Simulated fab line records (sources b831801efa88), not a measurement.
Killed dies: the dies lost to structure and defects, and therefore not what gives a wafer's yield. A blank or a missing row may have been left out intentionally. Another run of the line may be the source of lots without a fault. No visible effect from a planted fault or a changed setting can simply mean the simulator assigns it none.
2 desks, one fault / flow gf180mcu / each desk has only its own numbers; what lay behind them comes last

== TOOL OWNER'S DESK, pecvd-04 ==
The tool's own readings at GF_V4_CVD_02 (deposits SiO2 from TEOS, target thk 850 nm, time 94.851 s): means of the sampled wafers that have a number, for each lot that ran on this tool. If a lot's mean is further than 4 standard deviations from the usual mean, the lot is out of limits and carries the mark OUT (the distance appears in the brackets).
Columns: A = heater-power-w at GF_V4_CVD_02, usual 666 W
lot=L375; first seen here=day 27 09:42; A=483
lot=L378; first seen here=day 28 07:24; A=592
This desk found nothing out of limits on any of the 2 lots.

== AT THE METROLOGY DESK ==
Means of the sampled wafers that have a number, per lot and without regard to the tool the lot ran on: this is what the gauges read. If a lot's mean is further than 4 standard deviations from the usual mean, the lot is out of limits and carries the mark OUT (the distance appears in the brackets).
Columns: A = V4_CVD_02_THK at GF_V4_THK_MEAS_03, usual 854 nm; B = V4_BOW at GF_V4_BOW_MEAS_05, usual 135 um
lot=L365; first seen here=day 22 20:07; A=859; B=146
lot=L366; first seen here=day 23 14:08; A=859; B=121
lot=L375; first seen here=day 27 09:49; A=843; B=142
lot=L378; first seen here=day 28 07:29; A=834; B=130
lot=L380; first seen here=day 28 17:37; A=854; B=130
lot=L381; first seen here=day 28 18:36; A=846; B=137
lot=L382; first seen here=day 29 01:59; A=856; B=136
lot=L383; first seen here=day 29 07:58; A=854; B=133
lot=L384; first seen here=day 29 11:40; A=856; B=141
lot=L386; first seen here=day 29 19:18; A=854; B=132
lot=L387; first seen here=day 30 01:35; A=857; B=138
lot=L388; first seen here=day 30 08:57; A=860; B=139
This desk found nothing out of limits on any of the 12 lots.

== PUT TOGETHER ==
The desk of the tool owner found nothing out of limits.
At the metrology desk, nothing out of limits was observed.

== WHAT THE SIMULATOR PUT IN ==
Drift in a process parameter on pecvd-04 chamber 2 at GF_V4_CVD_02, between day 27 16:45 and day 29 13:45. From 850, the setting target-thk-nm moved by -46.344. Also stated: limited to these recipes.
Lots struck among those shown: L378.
